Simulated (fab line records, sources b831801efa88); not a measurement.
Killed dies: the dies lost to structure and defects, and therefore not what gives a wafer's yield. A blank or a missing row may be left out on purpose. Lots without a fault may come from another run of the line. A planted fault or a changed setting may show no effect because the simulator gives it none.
fab line records :: flow sky130
record:
  lots: 6
  wafers: 18
  last-day: 49
route steps=708 shown VT_ADJUST_LVTN@104 PAD_OPEN@708
lots that met no fault: taken from a fault-free run of the same line
start-h: hours from the record's opening day to when the first of the lot's shown wafers began :: wait-h: hours since the lot's step before :: " the same as in the row above :: L1.1+2: a single row standing in for several wafers :: - no value, or no start given :: * or withheld: withheld :: < > ~ a bound
route shown NAME@n: a module of which the file shows steps, and the number in the route of the first :: usual: mean/standard deviation of fault-free wafers :: same: alike in all rows :: chamber/n: place in a boat :: sites: the reading at each site :: _std_site: standard deviation of those values :: _edge_site: mean of outer sites minus mean of inner sites :: radius-mm: for every site, how far away it sits from the centre of the wafer :: mask NAME#n: copy n :: behind: the tool/chamber that last shaped the wafer :: hold: why the lot was held/for how many hours/how that ended :: device: whichever transistor did not switch (one of n, p or np) :: end of line: the route-end tests of the same wafers :: a step with no rows: only its recipe :: killed: count of dies lost to structure and defects at first sort (not the wafer's yield) :: map: a wafer's dies, marking killed ones x, the rest . and places with no die _
set.NAME: the run value of the setting; set.NAME@STEP: its run value at that earlier step :: model.NAME: the simulator's own value behind a step, which no gauge read
lots at selected steps of the route; one table per step, one row per wafer
services: the hour from which a tool's chamber was out of use, counted from the record's first day as start-h (under 0 if before that day), plus the number of hours and why
== steps ==
step: SKY_VT_ADJUST_LVTN_OVL_MEAS_07
usual:
  VT_ADJUST_LVTN_OVL: 0.3/1.5
lot.wafer: L963.3
tool: overlay-02
chamber: -
start-h: 159.83
wait-h: -
VT_ADJUST_LVTN_OVL[nm]: -1.6

lot.wafer: L963.5
tool: overlay-02
chamber: -
start-h: 159.83
wait-h: -
VT_ADJUST_LVTN_OVL[nm]: 0.4

lot.wafer: L963.6
tool: overlay-02
chamber: -
start-h: 159.83
wait-h: -
VT_ADJUST_LVTN_OVL[nm]: 1.4

lot.wafer: L965.4
tool: overlay-01
chamber: -
start-h: 169.84
wait-h: -
VT_ADJUST_LVTN_OVL[nm]: -1.9

lot.wafer: L965.5
tool: overlay-01
chamber: -
start-h: 169.84
wait-h: -
VT_ADJUST_LVTN_OVL[nm]: -1.6

lot.wafer: L965.6
tool: overlay-01
chamber: -
start-h: 169.84
wait-h: -
VT_ADJUST_LVTN_OVL[nm]: -1.9

lot.wafer: L973.3
tool: overlay-02
chamber: -
start-h: 219.33
wait-h: -
VT_ADJUST_LVTN_OVL[nm]: 1.5

lot.wafer: L973.4
tool: overlay-02
chamber: -
start-h: 219.33
wait-h: -
VT_ADJUST_LVTN_OVL[nm]: 1.6

lot.wafer: L973.6
tool: overlay-02
chamber: -
start-h: 219.33
wait-h: -
VT_ADJUST_LVTN_OVL[nm]: 3.9

lot.wafer: L975.1
tool: overlay-02
chamber: -
start-h: 233.97
wait-h: -
VT_ADJUST_LVTN_OVL[nm]: 0.4

lot.wafer: L975.3
tool: overlay-02
chamber: -
start-h: 233.97
wait-h: -
VT_ADJUST_LVTN_OVL[nm]: -0.3

lot.wafer: L975.5
tool: overlay-02
chamber: -
start-h: 233.97
wait-h: -
VT_ADJUST_LVTN_OVL[nm]: 0.7

lot.wafer: L980.2
tool: overlay-01
chamber: -
start-h: 263.68
wait-h: -
VT_ADJUST_LVTN_OVL[nm]: -0.2

lot.wafer: L980.3
tool: overlay-01
chamber: -
start-h: 263.68
wait-h: -
VT_ADJUST_LVTN_OVL[nm]: 0.4

lot.wafer: L980.5
tool: overlay-01
chamber: -
start-h: 263.68
wait-h: -
VT_ADJUST_LVTN_OVL[nm]: -1.2

lot.wafer: L979.2
tool: overlay-02
chamber: -
start-h: 264.19
wait-h: -
VT_ADJUST_LVTN_OVL[nm]: 2.8

lot.wafer: L979.3
tool: overlay-02
chamber: -
start-h: 264.19
wait-h: -
VT_ADJUST_LVTN_OVL[nm]: 0.1

lot.wafer: L979.6
tool: overlay-02
chamber: -
start-h: 264.19
wait-h: -
VT_ADJUST_LVTN_OVL[nm]: -0.4
step: SKY_VT_ADJUST_LVTN_IMPLANT_08
recipe:
  species: B
  energy-kev: 30
  dose-cm2: 1.57e+12
  tilt-deg: withheld
step: SKY_VT_ADJUST_LVTN_STRIP_09
recipe:
  chemistry: O2/N2
  power-w: 1400
  pressure-mtorr: 1500
  platen-temp-c: withheld
  o2-flow-sccm: 3000
  n2-flow-sccm: 300
  overash-fraction: 0.5
usual:
  drypump-motor-current-A: 5.73/0.13
  n2-flow-sccm: 300.0/0.97
  oes-product-au: 0.723/0.0045
  strip-time-to-endpoint-s: 36.93/0.11
lot.wafer: L963.3
tool: plasma-asher-01
chamber: 0
start-h: 160.04
wait-h: 0.1
drypump-motor-current-A: 5.47
n2-flow-sccm: 300.4
oes-product-au: 0.728
rf-hours-counter-h: -
strip-time-to-endpoint-s: 37.10

lot.wafer: L963.5
tool: plasma-asher-01
chamber: 1
start-h: 160.04
wait-h: 0.1
drypump-motor-current-A: 5.72
n2-flow-sccm: 301.2
oes-product-au: 0.722
rf-hours-counter-h: -
strip-time-to-endpoint-s: 37.06

lot.wafer: L963.6
tool: plasma-asher-01
chamber: 0
start-h: 160.04
wait-h: 0.1
drypump-motor-current-A: 5.48
n2-flow-sccm: 299.0
oes-product-au: 0.719
rf-hours-counter-h: -
strip-time-to-endpoint-s: 36.94

lot.wafer: L965.4
tool: plasma-asher-01
chamber: 0
start-h: 170.04
wait-h: 0.1
drypump-motor-current-A: 5.48
n2-flow-sccm: 298.7
oes-product-au: 0.718
rf-hours-counter-h: -
strip-time-to-endpoint-s: 36.96

lot.wafer: L965.5
tool: plasma-asher-01
chamber: 0
start-h: 170.04
wait-h: 0.1
drypump-motor-current-A: 5.51
n2-flow-sccm: 298.9
oes-product-au: 0.720
rf-hours-counter-h: -
strip-time-to-endpoint-s: 36.98

lot.wafer: L965.6
tool: plasma-asher-01
chamber: 1
start-h: 170.04
wait-h: 0.1
drypump-motor-current-A: 5.74
n2-flow-sccm: 300.2
oes-product-au: 0.725
rf-hours-counter-h: -
strip-time-to-endpoint-s: 36.97

lot.wafer: L973.3
tool: plasma-asher-04
chamber: 1
start-h: 219.54
wait-h: 0.1
drypump-motor-current-A: 5.88
n2-flow-sccm: 300.3
oes-product-au: 0.719
rf-hours-counter-h: -
strip-time-to-endpoint-s: 36.93

lot.wafer: L973.4
tool: plasma-asher-04
chamber: 0
start-h: 219.54
wait-h: 0.1
drypump-motor-current-A: 5.77
n2-flow-sccm: 299.4
oes-product-au: 0.724
rf-hours-counter-h: -
strip-time-to-endpoint-s: 37.05

lot.wafer: L973.6
tool: plasma-asher-04
chamber: 1
start-h: 219.54
wait-h: 0.1
drypump-motor-current-A: 5.85
n2-flow-sccm: 300.1
oes-product-au: 0.726
rf-hours-counter-h: -
strip-time-to-endpoint-s: 37.05

lot.wafer: L975.1
tool: plasma-asher-02
chamber: 0
start-h: 234.16
wait-h: 0.1
drypump-motor-current-A: 5.60
n2-flow-sccm: 300.6
oes-product-au: 0.732
rf-hours-counter-h: 11
strip-time-to-endpoint-s: 36.97

lot.wafer: L975.3
tool: plasma-asher-02
chamber: 1
start-h: 234.16
wait-h: 0.1
drypump-motor-current-A: 5.87
n2-flow-sccm: 299.9
oes-product-au: 0.724
rf-hours-counter-h: -
strip-time-to-endpoint-s: 36.96

lot.wafer: L975.5
tool: plasma-asher-02
chamber: 0
start-h: 234.16
wait-h: 0.1
drypump-motor-current-A: 5.60
n2-flow-sccm: 300.7
oes-product-au: 0.719
rf-hours-counter-h: -
strip-time-to-endpoint-s: 37.13

lot.wafer: L980.2
tool: plasma-asher-01
chamber: 1
start-h: 263.86
wait-h: 0.1
drypump-motor-current-A: 5.75
n2-flow-sccm: 299.4
oes-product-au: 0.730
rf-hours-counter-h: 50
strip-time-to-endpoint-s: 36.94

lot.wafer: L980.3
tool: plasma-asher-01
chamber: 1
start-h: 263.86
wait-h: 0.1
drypump-motor-current-A: 5.77
n2-flow-sccm: 298.9
oes-product-au: 0.719
rf-hours-counter-h: -
strip-time-to-endpoint-s: 36.84

lot.wafer: L980.5
tool: plasma-asher-01
chamber: 0
start-h: 263.86
wait-h: 0.1
drypump-motor-current-A: 5.49
n2-flow-sccm: 301.0
oes-product-au: 0.723
rf-hours-counter-h: -
strip-time-to-endpoint-s: 36.89

lot.wafer: L979.2
tool: plasma-asher-04
chamber: 1
start-h: 264.37
wait-h: 0.1
drypump-motor-current-A: 5.86
n2-flow-sccm: 301.5
oes-product-au: 0.728
rf-hours-counter-h: 42
strip-time-to-endpoint-s: 36.93

lot.wafer: L979.3
tool: plasma-asher-04
chamber: 0
start-h: 264.37
wait-h: 0.1
drypump-motor-current-A: 5.75
n2-flow-sccm: 299.4
oes-product-au: 0.721
rf-hours-counter-h: -
strip-time-to-endpoint-s: 36.83

lot.wafer: L979.6
tool: plasma-asher-04
chamber: 1
start-h: 264.37
wait-h: 0.1
drypump-motor-current-A: 5.85
n2-flow-sccm: 299.9
oes-product-au: 0.730
rf-hours-counter-h: -
strip-time-to-endpoint-s: 36.87
step: SKY_VT_ADJUST_LVTN_TW_MEAS_10
usual:
  VT_ADJUST_LVTN_TW: 243.9/1.7
lot.wafer: L963.3
tool: film-metro-04
chamber: -
start-h: 160.13
wait-h: 0.1
VT_ADJUST_LVTN_TW: 241.8

lot.wafer: L963.5
tool: film-metro-04
chamber: -
start-h: 160.13
wait-h: 0.1
VT_ADJUST_LVTN_TW: 243.2

lot.wafer: L963.6
tool: film-metro-04
chamber: -
start-h: 160.13
wait-h: 0.1
VT_ADJUST_LVTN_TW: 243.7

lot.wafer: L965.4
tool: film-metro-01
chamber: -
start-h: 170.14
wait-h: 0.1
VT_ADJUST_LVTN_TW: 244.5

lot.wafer: L965.5
tool: film-metro-01
chamber: -
start-h: 170.14
wait-h: 0.1
VT_ADJUST_LVTN_TW: 242.7

lot.wafer: L965.6
tool: film-metro-01
chamber: -
start-h: 170.14
wait-h: 0.1
VT_ADJUST_LVTN_TW: 243.5

lot.wafer: L973.3
tool: film-metro-01
chamber: -
start-h: 219.63
wait-h: 0.1
VT_ADJUST_LVTN_TW: 243.9

lot.wafer: L973.4
tool: film-metro-01
chamber: -
start-h: 219.63
wait-h: 0.1
VT_ADJUST_LVTN_TW: 244.3

lot.wafer: L973.6
tool: film-metro-01
chamber: -
start-h: 219.63
wait-h: 0.1
VT_ADJUST_LVTN_TW: 243.3

lot.wafer: L975.1
tool: film-metro-02
chamber: -
start-h: 234.26
wait-h: 0.1
VT_ADJUST_LVTN_TW: 247.5

lot.wafer: L975.3
tool: film-metro-02
chamber: -
start-h: 234.26
wait-h: 0.1
VT_ADJUST_LVTN_TW: 245.4

lot.wafer: L975.5
tool: film-metro-02
chamber: -
start-h: 234.26
wait-h: 0.1
VT_ADJUST_LVTN_TW: 244.8

lot.wafer: L980.2
tool: film-metro-02
chamber: -
start-h: 263.97
wait-h: 0.1
VT_ADJUST_LVTN_TW: 245.8

lot.wafer: L980.3
tool: film-metro-02
chamber: -
start-h: 263.97
wait-h: 0.1
VT_ADJUST_LVTN_TW: 247.4

lot.wafer: L980.5
tool: film-metro-02
chamber: -
start-h: 263.97
wait-h: 0.1
VT_ADJUST_LVTN_TW: 245.4

lot.wafer: L979.2
tool: film-metro-04
chamber: -
start-h: 264.48
wait-h: 0.1
VT_ADJUST_LVTN_TW: 241.8

lot.wafer: L979.3
tool: film-metro-04
chamber: -
start-h: 264.48
wait-h: 0.1
VT_ADJUST_LVTN_TW: 242.5

lot.wafer: L979.6
tool: film-metro-04
chamber: -
start-h: 264.48
wait-h: 0.1
VT_ADJUST_LVTN_TW: 242.3
step: SKY_VT_ADJUST_LVTN_DEHYDRATE_11
recipe:
  temp-c: 200
  time-s: 60
step: SKY_VT_ADJUST_LVTN_HMDS_12
recipe:
  prime-time-s: 60
  prime-temp-c: 120
step: SKY_VT_ADJUST_LVTN_COAT_13
recipe:
  resist: NOVOLAK
  spin-rpm: 3000
  resist-thk-nm: 1140
step: SKY_VT_ADJUST_LVTN_SOFTBAKE_14
recipe:
  temp-c: 90
  time-s: 60
  resist: NOVOLAK
step: SKY_VT_ADJUST_LVTN_EXPOSE_15
recipe:
  mask-id: HVN_STD_DERIVED
  na: 0.6
  source-shape: conventional
  sigma-outer: 0.6
  polarization: unpolarized
  target-cd-nm: 600
  dose-mj: 163
step: SKY_VT_ADJUST_LVTN_PEB_16
recipe:
  temp-c: withheld
  time-s: *
  resist: NOVOLAK
step: SKY_VT_ADJUST_LVTN_DEVELOP_17
recipe:
  resist: NOVOLAK
  developer: TMAH
  develop-time-s: 60
  dev-temp-c: 23
step: SKY_VT_ADJUST_LVTN_OVL_MEAS_18
usual:
  VT_ADJUST_LVTN_01_OVL: -0.4/1.8
lot.wafer: L963.3
tool: overlay-01
chamber: -
start-h: 179.03
wait-h: 0.1
VT_ADJUST_LVTN_01_OVL[nm]: -2.0

lot.wafer: L963.5
tool: overlay-01
chamber: -
start-h: 179.03
wait-h: 0.1
VT_ADJUST_LVTN_01_OVL[nm]: -1.5

lot.wafer: L963.6
tool: overlay-01
chamber: -
start-h: 179.03
wait-h: 0.1
VT_ADJUST_LVTN_01_OVL[nm]: -2.6

lot.wafer: L965.4
tool: overlay-02
chamber: -
start-h: 190.55
wait-h: 0.1
VT_ADJUST_LVTN_01_OVL[nm]: -1.0

lot.wafer: L965.5
tool: overlay-02
chamber: -
start-h: 190.55
wait-h: 0.1
VT_ADJUST_LVTN_01_OVL[nm]: -0.7

lot.wafer: L965.6
tool: overlay-02
chamber: -
start-h: 190.55
wait-h: 0.1
VT_ADJUST_LVTN_01_OVL[nm]: -0.4

lot.wafer: L973.3
tool: overlay-02
chamber: -
start-h: 242.80
wait-h: 0.1
VT_ADJUST_LVTN_01_OVL[nm]: -0.6

lot.wafer: L973.4
tool: overlay-02
chamber: -
start-h: 242.80
wait-h: 0.1
VT_ADJUST_LVTN_01_OVL[nm]: 2.0

lot.wafer: L973.6
tool: overlay-02
chamber: -
start-h: 242.80
wait-h: 0.1
VT_ADJUST_LVTN_01_OVL[nm]: 0.4

lot.wafer: L975.1
tool: overlay-01
chamber: -
start-h: 257.77
wait-h: 0.1
VT_ADJUST_LVTN_01_OVL[nm]: -1.2

lot.wafer: L975.3
tool: overlay-01
chamber: -
start-h: 257.77
wait-h: 0.1
VT_ADJUST_LVTN_01_OVL[nm]: -0.7

lot.wafer: L975.5
tool: overlay-01
chamber: -
start-h: 257.77
wait-h: 0.1
VT_ADJUST_LVTN_01_OVL[nm]: 0.3

lot.wafer: L980.2
tool: overlay-01
chamber: -
start-h: 288.33
wait-h: 0.1
VT_ADJUST_LVTN_01_OVL[nm]: -2.1

lot.wafer: L980.3
tool: overlay-01
chamber: -
start-h: 288.33
wait-h: 0.1
VT_ADJUST_LVTN_01_OVL[nm]: -1.4

lot.wafer: L980.5
tool: overlay-01
chamber: -
start-h: 288.33
wait-h: 0.1
VT_ADJUST_LVTN_01_OVL[nm]: 0.8

lot.wafer: L979.2
tool: overlay-01
chamber: -
start-h: 288.63
wait-h: 0.1
VT_ADJUST_LVTN_01_OVL[nm]: 2.9

lot.wafer: L979.3
tool: overlay-01
chamber: -
start-h: 288.63
wait-h: 0.1
VT_ADJUST_LVTN_01_OVL[nm]: 2.1

lot.wafer: L979.6
tool: overlay-01
chamber: -
start-h: 288.63
wait-h: 0.1
VT_ADJUST_LVTN_01_OVL[nm]: 3.2
step: SKY_VT_ADJUST_LVTN_IMPLANT_19
recipe:
  species: B
  energy-kev: 30
  dose-cm2: 6.5e+11
  tilt-deg: withheld
usual:
  beam-energy-keV: 29.997/0.01
lot.wafer: L963.3
tool: implanter-03
chamber: 0
start-h: 179.11
wait-h: 0.1
beam-energy-keV: 29.993
model.implant.drp-nm: 42.97

lot.wafer: L963.5
tool: implanter-03
chamber: 0
start-h: 179.11
wait-h: 0.1
beam-energy-keV: 29.987
model.implant.drp-nm: 42.97

lot.wafer: L963.6
tool: implanter-03
chamber: 0
start-h: 179.11
wait-h: 0.1
beam-energy-keV: 30.005
model.implant.drp-nm: 42.97

lot.wafer: L965.4
tool: implanter-02
chamber: 0
start-h: 190.65
wait-h: 0.1
beam-energy-keV: 29.990
model.implant.drp-nm: 42.97

lot.wafer: L965.5
tool: implanter-02
chamber: 0
start-h: 190.65
wait-h: 0.1
beam-energy-keV: 29.971
model.implant.drp-nm: 42.97

lot.wafer: L965.6
tool: implanter-02
chamber: 0
start-h: 190.65
wait-h: 0.1
beam-energy-keV: 30.003
model.implant.drp-nm: 42.97

lot.wafer: L973.3
tool: implanter-02
chamber: 0
start-h: 242.87
wait-h: 0.1
beam-energy-keV: 30.679
model.implant.drp-nm: 43.68

lot.wafer: L973.4
tool: implanter-02
chamber: 0
start-h: 242.87
wait-h: 0.1
beam-energy-keV: 30.678
model.implant.drp-nm: 43.68

lot.wafer: L973.6
tool: implanter-02
chamber: 0
start-h: 242.87
wait-h: 0.1
beam-energy-keV: 30.673
model.implant.drp-nm: 43.68

lot.wafer: L975.1
tool: implanter-02
chamber: 0
start-h: 257.81
wait-h: 0.0
beam-energy-keV: 30.673
model.implant.drp-nm: 43.68

lot.wafer: L975.3
tool: implanter-02
chamber: 0
start-h: 257.81
wait-h: 0.0
beam-energy-keV: 30.654
model.implant.drp-nm: 43.68

lot.wafer: L975.5
tool: implanter-02
chamber: 0
start-h: 257.81
wait-h: 0.0
beam-energy-keV: 30.680
model.implant.drp-nm: 43.68

lot.wafer: L980.2
tool: implanter-03
chamber: 0
start-h: 288.38
wait-h: 0.0
beam-energy-keV: 30.004
model.implant.drp-nm: 42.97

lot.wafer: L980.3
tool: implanter-03
chamber: 0
start-h: 288.38
wait-h: 0.0
beam-energy-keV: 30.005
model.implant.drp-nm: 42.97

lot.wafer: L980.5
tool: implanter-03
chamber: 0
start-h: 288.38
wait-h: 0.0
beam-energy-keV: 30.004
model.implant.drp-nm: 42.97

lot.wafer: L979.2
tool: implanter-03
chamber: 0
start-h: 288.68
wait-h: 0.0
beam-energy-keV: 29.993
model.implant.drp-nm: 42.97

lot.wafer: L979.3
tool: implanter-03
chamber: 0
start-h: 288.68
wait-h: 0.0
beam-energy-keV: 29.986
model.implant.drp-nm: 42.97

lot.wafer: L979.6
tool: implanter-03
chamber: 0
start-h: 288.68
wait-h: 0.0
beam-energy-keV: 29.993
model.implant.drp-nm: 42.97
step: SKY_VT_ADJUST_LVTN_STRIP_20
recipe:
  chemistry: O2/N2
  power-w: 1400
  pressure-mtorr: 1500
  platen-temp-c: withheld
  o2-flow-sccm: 3000
  n2-flow-sccm: 300
  overash-fraction: 0.5
usual:
  drypump-motor-current-A: 5.70/0.14
  n2-flow-sccm: 300.0/0.86
  oes-product-au: 0.716/0.0046
  strip-time-to-endpoint-s: 14.19/0.043
lot.wafer: L963.3
tool: plasma-asher-02
chamber: 1
start-h: 179.24
wait-h: 0.1
drypump-motor-current-A: 5.85
n2-flow-sccm: 299.5
oes-product-au: 0.719
rf-hours-counter-h: -
strip-time-to-endpoint-s: 14.21

lot.wafer: L963.5
tool: plasma-asher-02
chamber: 0
start-h: 179.24
wait-h: 0.1
drypump-motor-current-A: 5.62
n2-flow-sccm: 299.9
oes-product-au: 0.716
rf-hours-counter-h: -
strip-time-to-endpoint-s: 14.23

lot.wafer: L963.6
tool: plasma-asher-02
chamber: 1
start-h: 179.24
wait-h: 0.1
drypump-motor-current-A: 5.87
n2-flow-sccm: 298.9
oes-product-au: 0.719
rf-hours-counter-h: -
strip-time-to-endpoint-s: 14.18

lot.wafer: L965.4
tool: plasma-asher-04
chamber: 0
start-h: 190.75
wait-h: 0.1
drypump-motor-current-A: 5.75
n2-flow-sccm: 302.5
oes-product-au: 0.714
rf-hours-counter-h: -
strip-time-to-endpoint-s: 14.17

lot.wafer: L965.5
tool: plasma-asher-04
chamber: 0
start-h: 190.75
wait-h: 0.1
drypump-motor-current-A: 5.74
n2-flow-sccm: 301.8
oes-product-au: 0.717
rf-hours-counter-h: -
strip-time-to-endpoint-s: 14.13

lot.wafer: L965.6
tool: plasma-asher-04
chamber: 1
start-h: 190.75
wait-h: 0.1
drypump-motor-current-A: 5.85
n2-flow-sccm: 300.2
oes-product-au: 0.719
rf-hours-counter-h: -
strip-time-to-endpoint-s: 14.12

lot.wafer: L973.3
tool: plasma-asher-04
chamber: 1
start-h: 243.00
wait-h: 0.1
drypump-motor-current-A: 5.88
n2-flow-sccm: 299.1
oes-product-au: 0.711
rf-hours-counter-h: -
strip-time-to-endpoint-s: 14.22

lot.wafer: L973.4
tool: plasma-asher-04
chamber: 0
start-h: 243.00
wait-h: 0.1
drypump-motor-current-A: 5.73
n2-flow-sccm: 298.3
oes-product-au: 0.718
rf-hours-counter-h: -
strip-time-to-endpoint-s: 14.19

lot.wafer: L973.6
tool: plasma-asher-04
chamber: 0
start-h: 243.00
wait-h: 0.1
drypump-motor-current-A: 5.75
n2-flow-sccm: 299.9
oes-product-au: 0.722
rf-hours-counter-h: -
strip-time-to-endpoint-s: 14.23

lot.wafer: L975.1
tool: plasma-asher-04
chamber: 0
start-h: 257.96
wait-h: 0.1
drypump-motor-current-A: 5.74
n2-flow-sccm: 299.0
oes-product-au: 0.706
rf-hours-counter-h: 41
strip-time-to-endpoint-s: 14.18

lot.wafer: L975.3
tool: plasma-asher-04
chamber: 1
start-h: 257.96
wait-h: 0.1
drypump-motor-current-A: 5.87
n2-flow-sccm: 299.9
oes-product-au: 0.716
rf-hours-counter-h: -
strip-time-to-endpoint-s: 14.17

lot.wafer: L975.5
tool: plasma-asher-04
chamber: 0
start-h: 257.96
wait-h: 0.1
drypump-motor-current-A: 5.75
n2-flow-sccm: 300.3
oes-product-au: 0.718
rf-hours-counter-h: -
strip-time-to-endpoint-s: 14.20

lot.wafer: L980.2
tool: plasma-asher-04
chamber: 0
start-h: 288.51
wait-h: 0.1
drypump-motor-current-A: 5.74
n2-flow-sccm: 300.7
oes-product-au: 0.715
rf-hours-counter-h: 44
strip-time-to-endpoint-s: 14.19

lot.wafer: L980.3
tool: plasma-asher-04
chamber: 0
start-h: 288.51
wait-h: 0.1
drypump-motor-current-A: 5.75
n2-flow-sccm: 301.0
oes-product-au: 0.714
rf-hours-counter-h: -
strip-time-to-endpoint-s: 14.21

lot.wafer: L980.5
tool: plasma-asher-04
chamber: 1
start-h: 288.51
wait-h: 0.1
drypump-motor-current-A: 5.86
n2-flow-sccm: 299.7
oes-product-au: 0.721
rf-hours-counter-h: -
strip-time-to-endpoint-s: 14.17

lot.wafer: L979.2
tool: plasma-asher-01
chamber: 0
start-h: 288.81
wait-h: 0.1
drypump-motor-current-A: 5.50
n2-flow-sccm: 299.8
oes-product-au: 0.718
rf-hours-counter-h: 52
strip-time-to-endpoint-s: 14.26

lot.wafer: L979.3
tool: plasma-asher-01
chamber: 1
start-h: 288.81
wait-h: 0.1
drypump-motor-current-A: 5.73
n2-flow-sccm: 300.1
oes-product-au: 0.710
rf-hours-counter-h: -
strip-time-to-endpoint-s: 14.27

lot.wafer: L979.6
tool: plasma-asher-01
chamber: 1
start-h: 288.81
wait-h: 0.1
drypump-motor-current-A: 5.73
n2-flow-sccm: 300.8
oes-product-au: 0.714
rf-hours-counter-h: -
strip-time-to-endpoint-s: 14.26
step: SKY_PAD_OPEN_PROBE_99
usual:
  killed_at_M0_to_M3: 44/7
  killed_at_M4_up: 3.4/1.7
  killed-at-contacts: 24/4.9
  killed-at-front-end: 15/4.5
  killed-at-other: 0.4/0.61
  killed-dies: 86/9.7
  killed-open: 47/7.1
  killed-short: 39/6.1
same:
  gross-dies: 492
  killed-at-back-side: 0
lot.wafer: L965.4
tool: prober-01
chamber: -
start-h: 1107.29
wait-h: 0.2
killed_at_M0_to_M3: 37
killed_at_M4_up: 7
killed-at-contacts: 26
killed-at-front-end: 10
killed-at-other: 0
killed-dies: 80
killed-open: 42
killed-short: 35

lot.wafer: L965.5
tool: prober-01
chamber: -
start-h: 1107.34
wait-h: 0.2
killed_at_M0_to_M3: 39
killed_at_M4_up: 6
killed-at-contacts: 28
killed-at-front-end: 17
killed-at-other: 1
killed-dies: 91
killed-open: 46
killed-short: 41

lot.wafer: L965.6
tool: prober-01
chamber: -
start-h: 1107.39
wait-h: 0.2
killed_at_M0_to_M3: 48
killed_at_M4_up: 4
killed-at-contacts: 19
killed-at-front-end: 20
killed-at-other: 0
killed-dies: 91
killed-open: 43
killed-short: 45

lot.wafer: L979.2
tool: prober-01
chamber: -
start-h: 1181.53
wait-h: 0.1
killed_at_M0_to_M3: 51
killed_at_M4_up: 2
killed-at-contacts: 26
killed-at-front-end: 21
killed-at-other: 0
killed-dies: 100
killed-open: 60
killed-short: 39

lot.wafer: L979.3
tool: prober-01
chamber: -
start-h: 1181.58
wait-h: 0.2
killed_at_M0_to_M3: 50
killed_at_M4_up: 3
killed-at-contacts: 25
killed-at-front-end: 15
killed-at-other: 0
killed-dies: 93
killed-open: 47
killed-short: 43

lot.wafer: L979.6
tool: prober-01
chamber: -
start-h: 1181.73
wait-h: 0.2
killed_at_M0_to_M3: 34
killed_at_M4_up: 5
killed-at-contacts: 29
killed-at-front-end: 14
killed-at-other: 0
killed-dies: 82
killed-open: 49
killed-short: 33
killed by level:class
L965.4 VIA1:geometric-particle:open=10 LI_CONTACT:geometric-particle:open=8 CONTACT:geometric-particle:short=6 VIA1:geometric-particle:short=6 LI_CONTACT:geometric-particle:short=5 VIA2:geometric-particle:open=5 FIELD_ISO:geometric-particle:open=4 CONTACT:geometric-particle:open=4
L965.5 CONTACT:geometric-particle:open=10 VIA1:geometric-particle:open=8 LI_CONTACT:geometric-particle:open=7 METAL2:geometric-particle:short=7 VIA2:geometric-particle:open=6 VIA1:geometric-particle:short=6 CONTACT:geometric-particle:short=5 POLY_GATE:geometric-particle:short=4
L965.6 VIA3:geometric-particle:open=9 VIA1:geometric-particle:short=8 CONTACT:geometric-particle:open=8 VIA1:geometric-particle:open=7 LI_CONTACT:geometric-particle:open=5 VIA2:geometric-particle:open=5 FIELD_ISO:geometric-particle:short=4 POLY_GATE:geometric-particle:open=4
L979.2 VIA1:geometric-particle:open=20 CONTACT:geometric-particle:open=11 VIA2:geometric-particle:open=9 CONTACT:geometric-particle:short=7 METAL1:geometric-particle:short=5 POLY_GATE:geometric-particle:short=4 POLY_GATE:geometric-particle:open=4 LI_CONTACT:geometric-particle:open=4
L979.3 VIA1:geometric-particle:open=12 CONTACT:geometric-particle:open=8 LOCAL_INTERCONNECT:geometric-particle:short=5 VIA1:geometric-particle:short=5 VIA2:geometric-particle:open=5 VIA3:geometric-particle:short=5 VIA3:geometric-particle:open=5 FIELD_ISO:geometric-particle:open=4
L979.6 CONTACT:geometric-particle:open=14 CONTACT:geometric-particle:short=7 VIA3:geometric-particle:open=6 VIA2:geometric-particle:open=6 VIA1:geometric-particle:open=6 FIELD_ISO:geometric-particle:open=5 METAL1:geometric-particle:short=5 VIA1:geometric-particle:short=4
== services ==
tool: implanter-03
chamber: -
start-h: 149.89
hours: 3.7
kind: repair

tool: implanter-02
chamber: -
start-h: 160.25
hours: 1.9
kind: repair

tool: plasma-asher-02
chamber: -
start-h: 177.45
hours: 1.0
kind: repair

tool: plasma-asher-04
chamber: -
start-h: 186.93
hours: 1.3
kind: repair

tool: implanter-02
chamber: -
start-h: 235.14
hours: 2.8
kind: pm

tool: implanter-03
chamber: -
start-h: 269.82
hours: 3.8
kind: pm

tool: implanter-03
chamber: -
start-h: 275.81
hours: 2.2
kind: repair

tool: implanter-02
chamber: -
start-h: 283.90
hours: 5.3
kind: repair

tool: plasma-asher-04
chamber: -
start-h: 284.23
hours: 1.8
kind: repair
== key ==
first-sign:
  step: SKY_VT_ADJUST_LVTN_IMPLANT_19
  reading: beam-energy-keV
  direction: up
  sigmas: 67
  usual: *
  struck: *
effect none on later readings
model-effect:
  step: SKY_VT_ADJUST_LVTN_IMPLANT_19
  value: implant.drp-nm
  without: 42.97
  struck: 43.68
met-at SKY_VT_ADJUST_LVTN_IMPLANT_19
struck-wafers L973.3,L973.4,L973.6,L975.1,L975.3,L975.5
tester-left-out L973,L975
onset-between 190.65 242.87
fault:
  kind: process-parameter-drift
  tool: implanter-02
  chamber: -
  onset-h: 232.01
  steps: SKY_VT_ADJUST_LVTN_IMPLANT_19
  channel: energy-kev
  offset: *
  shape: step
  end-h: 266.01
  acts-in: *
  stated: *
tester-left-out: of these lots the tester's yield and bins aren't shown, on N5 and GAA mostly nor the transistor test; their killed dies are dies lost to structure and defects alone, not to doping, threshold or leakage, so they don't give the yield
